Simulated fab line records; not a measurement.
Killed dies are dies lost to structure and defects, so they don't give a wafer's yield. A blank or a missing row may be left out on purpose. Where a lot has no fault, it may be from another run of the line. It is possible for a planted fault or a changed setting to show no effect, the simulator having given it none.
2 desks looking at one fault + flow gf180mcu + every desk sees just its own numbers, and what lay behind them comes last

## AT THE TOOL OWNER'S DESK: pvd-sputter-01
The tool's own readings at GF_V5_SPUTTER_21 (material Ti, target thk 15 nm, time 80.02 s): means of the sampled wafers that have a number, for each lot that ran on this tool. A lot is out of limits, marked OUT, if its mean lies more than 4 standard deviations from the usual mean; the brackets give that distance.
Columns: A = cathode-dc-power-W at GF_V5_SPUTTER_21, usual 2500.0 W; B = chamber-pressure-pa at GF_V5_SPUTTER_21, usual 5.000 Pa; C = substrate-temp-c at GF_V5_SPUTTER_21, usual 199.98 C; D = throttle-valve-pct at GF_V5_SPUTTER_21, usual 30.1 %
| lot  | first seen here | A      | B     | C      | D    |
|------|-----------------|--------|-------|--------|------|
| L190 | day 28 07:01    | 2500.2 | 4.992 | 199.92 | 29.5 |
| L191 | day 28 19:44    | 2500.2 | 4.995 | 200.05 | 29.3 |
| L204 | day 32 04:58    | 2499.8 | 4.999 | 199.92 | 29.4 |
| L208 | day 33 05:31    | 2500.0 | 5.003 | 200.14 | 30.0 |
| L209 | day 33 10:46    | 2499.9 | 4.998 | 199.90 | 29.5 |
| L210 | day 33 17:50    | 2499.6 | 5.001 | 199.94 | 31.1 |
Finding of this desk: none of the 6 lots has anything out of limits.

## FROM THE METROLOGY DESK
What the gauges read for every lot (on any tool): the sampled wafers with a number, averaged. A lot is out of limits, marked OUT, if its mean lies more than 4 standard deviations from the usual mean; the brackets give that distance.
Columns: A = MIM_ALCU_THK at GF_MIM_THK_MEAS_11, usual 198.9 nm; B = V5_W_RS at GF_V5_RS_MEAS_24, usual 0.328 ohm/sq
| lot  | first seen here | A     | B     |
|------|-----------------|-------|-------|
| L187 | day 24 11:05    | 196.3 | 0.327 |
| L190 | day 25 15:29    | 196.9 | 0.327 |
| L191 | day 26 04:16    | 202.5 | 0.326 |
| L192 | day 26 05:58    | 201.4 | 0.327 |
| L194 | day 27 03:26    | 198.4 | 0.325 |
| L198 | day 28 06:28    | 195.5 | 0.331 |
| L199 | day 28 11:25    | 197.9 | 0.330 |
| L201 | day 28 22:41    | 205.2 | 0.328 |
| L204 | day 29 22:14    | 197.3 | 0.329 |
| L208 | day 31 00:27    | 198.2 | 0.324 |
| L209 | day 31 07:31    | 199.1 | 0.326 |
| L210 | day 31 14:47    | 204.7 | 0.334 |
Finding of this desk: none of the 12 lots has anything out of limits.

## BROUGHT TOGETHER
The desk of the tool owner found nothing out of limits.
At the metrology desk, nothing out of limits was observed.

## WHAT WAS PUT IN BY THE SIMULATOR
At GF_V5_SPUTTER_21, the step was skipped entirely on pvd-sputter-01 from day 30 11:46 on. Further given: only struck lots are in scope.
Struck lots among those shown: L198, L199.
